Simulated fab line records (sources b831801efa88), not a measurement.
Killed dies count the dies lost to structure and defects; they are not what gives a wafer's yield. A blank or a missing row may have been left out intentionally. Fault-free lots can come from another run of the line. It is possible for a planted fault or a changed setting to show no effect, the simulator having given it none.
Which tool was responsible?	flow sky130	36 wafers from 12 lots sampled at 5 of the route's 708 steps

## WHAT THE GAUGES SHOWED, per wafer
SKY_VT_ADJUST_HVTR_TW_MEAS_11.
lot	measured	on	VT_ADJUST_HVTR_TW
L963	day 9 07:34	film-metro-03	210.5 210.3 210.8
L964	day 9 19:43	film-metro-04	213.4 212.6 213.1
L965	day 9 23:09	film-metro-01	207.2 206.8 206.0
L966	day 10 05:38	film-metro-04	210.5 212.3 211.9
L968	day 11 07:21	film-metro-03	209.4 209.4 207.9
L971	day 11 22:19	film-metro-03	209.9 209.5 209.0
L972	day 12 08:10	film-metro-01	206.8 205.9 205.9
L973	day 12 15:05	film-metro-04	212.5 212.0 212.2
L974	day 12 17:47	film-metro-04	212.5 211.4 211.9
L976	day 13 19:43	film-metro-01	207.3 206.6 207.3
L979	day 14 11:37	film-metro-01	206.1 205.8 205.1
L980	day 14 18:53	film-metro-03	209.5 209.0 207.6

SKY_SONOS_ONO_THK_MEAS_05.
lot	measured	on	SONOS_ONO_CVD_04_THK (nm)
L963	day 11 11:31	film-metro-03	5.77 5.92 5.80
L964	day 11 22:38	film-metro-03	5.62 5.65 5.54
L965	day 12 02:56	film-metro-02	5.49 5.64 5.54
L966	day 12 10:08	film-metro-04	5.66 5.66 5.65
L968	day 13 14:27	film-metro-04	5.65 5.71 5.73
L971	day 14 05:47	film-metro-03	5.61 5.61 5.59
L972	day 14 15:41	film-metro-04	5.56 5.53 5.48
L973	day 15 03:17	film-metro-04	5.71 5.78 5.65
L974	day 15 03:18	film-metro-02	5.67 5.58 5.82
L976	day 16 07:55	film-metro-02	5.66 5.49 5.58
L979	day 16 23:03	film-metro-02	4.86 4.97 4.92
L980	day 17 06:59	film-metro-02	5.14 5.13 5.02

SKY_SONOS_ONO_CD_MEAS_13: the cd target is 410 nm.
lot	measured	on	cd-nm (nm)
L963	day 12 11:12	cd-sem-02	411.9 407.6 408.8
L964	day 12 23:27	cd-sem-01	411.5 411.7 411.2
L965	day 13 03:49	cd-sem-01	408.7 408.2 409.7
L966	day 13 11:50	cd-sem-01	407.8 408.4 408.7
L968	day 14 16:31	cd-sem-02	408.8 407.8 411.0
L971	day 15 07:47	cd-sem-02	407.1 408.6 404.3
L972	day 15 18:47	cd-sem-02	410.9 409.7 412.3
L973	day 16 06:05	cd-sem-02	410.6 409.7 410.0
L974	day 16 06:35	cd-sem-02	410.4 411.5 411.7
L976	day 17 12:21	cd-sem-01	411.4 412.3 414.1
L979	day 18 03:49	cd-sem-01	408.6 407.6 408.0
L980	day 18 12:08	cd-sem-01	408.0 411.1 407.8

## WHAT TOOL EACH LOT RAN ON (gives the tool, then ch and the chambers of the sampled wafers, and finally the start)
lot	SKY_VT_ADJUST_LVTN_STRIP_20	SKY_SONOS_ONO_CVD_04
L963	plasma-asher-02 ch 0,1, day 7 15:29	lpcvd-03 ch 1, day 11 10:14
L964	plasma-asher-02 ch 0,1, day 8 01:45	lpcvd-03 ch 1, day 11 21:22
L965	plasma-asher-02 ch 0,1, day 8 04:30	lpcvd-03 ch 1, day 12 01:41
L966	plasma-asher-01 ch 0,1, day 8 10:18	lpcvd-03 ch 1, day 12 08:53
L968	plasma-asher-01 ch 0,1, day 9 10:19	lpcvd-03 ch 1, day 13 13:12
L971	plasma-asher-02 ch 0,1, day 10 00:39	lpcvd-03 ch 1, day 14 04:32
L972	plasma-asher-04 ch 0,1, day 10 08:36	lpcvd-03 ch 0, day 14 14:26
L973	plasma-asher-01 ch 0,1, day 10 15:18	lpcvd-03 ch 1, day 15 02:02
L974	plasma-asher-02 ch 0,1, day 10 18:28	lpcvd-03 ch 0, day 15 02:02
L976	plasma-asher-02 ch 0,1, day 11 17:21	lpcvd-03 ch 1, day 16 06:38
L979	plasma-asher-02 ch 0,1, day 12 07:45	lpcvd-03 ch 0, day 16 21:48
L980	plasma-asher-01 ch 0,1, day 12 14:30	lpcvd-03 ch 0, day 17 05:43
- SKY_VT_ADJUST_LVTN_STRIP_20: strips in O2/N2.
- SKY_SONOS_ONO_CVD_04: deposits SiO2 from SiH4/N2O, target thk 5.7199 nm.

## WHAT THE TOOLS THEMSELVES READ (means of the sampled wafers that have a number; where no wafer has one, the mark that the record gives instead)
SKY_VT_ADJUST_LVTN_STRIP_20.
lot	tool	drypump-motor-current-A (A)	oes-product-au (a.u.)	strip-time-to-endpoint-s (s)
L963	plasma-asher-02	5.9	0.711	14.19
L964	plasma-asher-02	5.9	0.715	14.19
L965	plasma-asher-02	5.9	0.718	14.10
L966	plasma-asher-01	5.5	0.717	14.22
L968	plasma-asher-01	5.5	0.717	14.22
L971	plasma-asher-02	6.1	0.719	14.22
L972	plasma-asher-04	5.9	0.712	14.14
L973	plasma-asher-01	5.2	0.720	14.18
L974	plasma-asher-02	5.8	0.714	14.21
L976	plasma-asher-02	5.9	0.711	14.23
L979	plasma-asher-02	6.2	0.716	14.16
L980	plasma-asher-01	5.3	0.719	14.15

SKY_SONOS_ONO_CVD_04.
lot	tool	pressure-mtorr (mTorr)	spike-tc-bottom-C (C)	spike-tc-centre-C (C)	spike-tc-lower-C (C)	spike-tc-top-C (C)	spike-tc-upper-C (C)	zone-power-centre-pct (%)
L963	lpcvd-03	399.6	914.5	899.7	899.3	911.1	899.0	19.00
L964	lpcvd-03	399.0	915.6	899.7	898.4	910.6	899.7	18.87
L965	lpcvd-03	400.7	915.4	899.0	899.9	910.2	899.6	19.10
L966	lpcvd-03	400.1	915.3	900.3	898.9	910.0	899.7	18.90
L968	lpcvd-03	400.4	915.7	898.4	898.7	910.0	899.6	18.98
L971	lpcvd-03	398.6	915.5	900.1	898.2	910.6	899.9	19.11
L972	lpcvd-03	398.6	915.9	901.4	900.3	907.9	900.2	19.05
L973	lpcvd-03	399.8	916.1	899.9	898.8	909.3	899.2	18.95
L974	lpcvd-03	400.4	916.2	900.9	899.1	908.7	901.3	19.10
L976	lpcvd-03	401.2	916.7	899.3	898.4	910.1	900.1	19.07
L979	lpcvd-03	399.4	909.2	894.7	893.4	902.3	894.2	18.86
L980	lpcvd-03	400.2	909.5	893.4	894.3	901.0	893.9	18.86

## THE ANSWER, worked out from the rows above alone
Rule: the lots themselves supply what counts as usual. The widest of any qualifying gaps counts: lots, ordered by their means at a reading, are off when they make up no more than a third of the lots, leave a main group of 4 or more, and stand apart from it by 3 or more times the standard deviation of that group's means. Not used: any main group whose means are identical at the precision the tables above print for the reading. A lot without any number at a reading at which 4 lots or more have one is off too. All remaining lots with rows at the step are treated as sound. First the gauges in route order, then the tools' own readings, where a lot's mean is used as printed above. At the first step where some lot is off, the reading lying furthest off is the one used; lots without a number count as furthest.
Off: L979, L980, at SKY_SONOS_ONO_THK_MEAS_05 (SONOS_ONO_CVD_04_THK). Main group: mean 5.65 nm, sd 0.086.
If a tool, at a process step before that reading, ran all the lots that are off and no sound lot after the first of them, it fits. The gauges at SKY_SONOS_ONO_THK_MEAS_05 aren't tried: what is off there is off at SKY_SONOS_ONO_CVD_04 too, on other tools, and a gauge's error can't cause that. One fits: lpcvd-03 at SKY_SONOS_ONO_CVD_04. Its last sound lot is L976 (day 16 06:38), its first lot that is off L979 (day 16 21:48): a fault that began between those two fits.
The tool's own readings at SKY_SONOS_ONO_CVD_04 bear it out: on the lots that are off they differ by more than 5 times the standard deviation of the sound lots' means. spike-tc-bottom-C reads 909.4 C there against 915.7 C on the sound lots; spike-tc-centre-C reads 894.0 C there against 899.9 C on the sound lots; spike-tc-lower-C reads 893.8 C there against 899.0 C on the sound lots; spike-tc-top-C reads 901.6 C there against 909.9 C on the sound lots; spike-tc-upper-C reads 894.0 C there against 899.8 C on the sound lots.

## WHAT THE SIMULATOR HAD PUT IN
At SKY_SONOS_ONO_CVD_04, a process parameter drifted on lpcvd-03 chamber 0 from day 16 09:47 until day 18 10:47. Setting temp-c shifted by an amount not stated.
Shown lots that were struck: L979, L980. The rule given above showed the same thing.
